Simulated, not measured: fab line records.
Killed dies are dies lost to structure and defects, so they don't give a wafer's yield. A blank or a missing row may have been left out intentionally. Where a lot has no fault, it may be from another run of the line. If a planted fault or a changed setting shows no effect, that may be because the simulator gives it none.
Matching of chambers :: flow sfq_line :: SFQ_TRILAYER_I5_BARC_OPEN_VIA_ETCH_200 on rie_diel-03: 4 sister chambers
The step etches BARC in O2, target depth 125 nm, time 41.7 s. 14 wafers are shown with their chamber, then 7 later ones without.

== EACH WAFER AND ITS CHAMBER ==
wafer: L599.3
chamber: 3
oes_product_au (a.u.): 0.687

wafer: L599.4
chamber: 1
oes_product_au (a.u.): 0.677

wafer: L599.6
chamber: 0
oes_product_au (a.u.): 0.679

wafer: L605.1
chamber: 1
oes_product_au (a.u.): 0.688

wafer: L605.4
chamber: 0
oes_product_au (a.u.): 0.690

wafer: L605.5
chamber: 3
oes_product_au (a.u.): 0.688

wafer: L607.2
chamber: 1
oes_product_au (a.u.): 0.690

wafer: L607.4
chamber: 3
oes_product_au (a.u.): 0.691

wafer: L607.6
chamber: 2
oes_product_au (a.u.): 0.687

wafer: L612.2
chamber: 0
oes_product_au (a.u.): 0.683

wafer: L612.5
chamber: 0
oes_product_au (a.u.): 0.684

wafer: L612.6
chamber: 3
oes_product_au (a.u.): 0.683

wafer: L614.4
chamber: 3
oes_product_au (a.u.): 0.680

wafer: L614.5
chamber: 2
oes_product_au (a.u.): 0.681

SIGNATURES (means of the wafers above)
reading: oes_product_au
chamber 0: 0.68400
chamber 1: 0.68500
chamber 2: 0.68400
chamber 3: 0.68580
scatter within a chamber: 0.00503
Rule: a wafer's distance from a chamber is the root of the sum, over the readings, of the square of ((its reading less the chamber's mean) divided by the reading's scatter). The wafer belongs to the nearest chamber; if the next one is less than 2 further off, it can't be placed. The scatter: the root of (the sum of the squares of (reading less its chamber's mean) over the shown wafers, divided by (wafers less chambers)).

== WAFERS WITH NO CHAMBER GIVEN ==
wafer: L614.6
oes_product_au (a.u.): 0.679

wafer: L615.2
oes_product_au (a.u.): 0.682

wafer: L615.4
oes_product_au (a.u.): 0.688

wafer: L615.6
oes_product_au (a.u.): 0.688

wafer: L620.2
oes_product_au (a.u.): 0.692

wafer: L620.4
oes_product_au (a.u.): 0.696

wafer: L620.5
oes_product_au (a.u.): 0.690

== EACH ONE'S CHAMBER ==
wafer: L614.6
from the rows above: can't be placed: 0 or 2 or 1 or 3
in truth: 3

wafer: L615.2
from the rows above: can't be placed: 0 or 2 or 1 or 3
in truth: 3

wafer: L615.4
from the rows above: can't be placed: 3 or 1 or 0 or 2
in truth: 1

wafer: L615.6
from the rows above: can't be placed: 3 or 1 or 0 or 2
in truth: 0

wafer: L620.2
from the rows above: can't be placed: 3 or 1 or 0 or 2
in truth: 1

wafer: L620.4
from the rows above: can't be placed: 3 or 1 or 0 or 2
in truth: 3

wafer: L620.5
from the rows above: can't be placed: 3 or 1 or 0 or 2
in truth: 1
Correct placement for 0 of the 7. Cannot be placed on the basis of these rows: 7; the candidates contain the true chamber in 7. 0 placed wrongly.
